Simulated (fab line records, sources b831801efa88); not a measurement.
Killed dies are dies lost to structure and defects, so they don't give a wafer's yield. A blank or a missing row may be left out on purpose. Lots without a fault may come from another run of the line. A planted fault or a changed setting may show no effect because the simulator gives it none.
One fault seen from 2 desks | flow gf180mcu | each desk has only its own numbers; what lay behind them comes last

THE TOOL OWNER'S DESK: litho_track-01
The tool's own readings at GF_DUAL_GATE_COAT_06 (resist thk 1000 nm): means of the sampled wafers that have a number, for each lot that ran on this tool. A lot is out of limits, marked OUT, if its mean lies more than 4 standard deviations from the usual mean; the brackets give that distance.
Columns: A = chill_plate_temp_C at GF_DUAL_GATE_COAT_06, usual 23.00 C
lot  | first seen here | A
L355 | day 9 04:49     | 22.89
L357 | day 9 17:10     | 23.17
L366 | day 12 05:52    | 23.14
L367 | day 12 11:05    | 22.83
This desk's finding: nothing out of limits on any of the 4 lots.

THE METROLOGY DESK
What the gauges read, lot by lot, whatever tool the lot ran on: means of the sampled wafers that have a number. A lot is out of limits, marked OUT, if its mean lies more than 4 standard deviations from the usual mean; the brackets give that distance.
Columns: A = HV_LDD_CVD_54_THK at GF_HV_LDD_THK_MEAS_55, usual 9.93 nm; B = M1_ALCU_RS at GF_M1_RS_MEAS_05, usual 0.0700 ohm/sq
lot  | first seen here | A     | B
L351 | day 12 13:20    | 9.72  | 0.0699
L352 | day 12 19:42    | 10.11 | 0.0702
L353 | day 13 05:08    | 9.89  | 0.0691
L354 | day 13 09:34    | 10.03 | 0.0684
L355 | day 13 19:26    | 10.06 | 0.0697
L356 | day 14 02:52    | 10.10 | 0.0698
L357 | day 14 12:35    | 9.95  | 0.0709
L366 | day 17 08:08    | 9.90  | 0.0708
L367 | day 17 14:19    | 9.99  | 0.0704
L371 | day 19 03:26    | 9.76  | 0.0701
L372 | day 19 07:52    | 9.77  | 0.0709
L373 | day 19 20:13    | 10.00 | 0.0686
This desk's finding: nothing out of limits on any of the 12 lots.

PUT TOGETHER
The tool owner's desk saw nothing out of limits.
The metrology desk saw nothing out of limits.

WHAT THE SIMULATOR HAD PUT IN
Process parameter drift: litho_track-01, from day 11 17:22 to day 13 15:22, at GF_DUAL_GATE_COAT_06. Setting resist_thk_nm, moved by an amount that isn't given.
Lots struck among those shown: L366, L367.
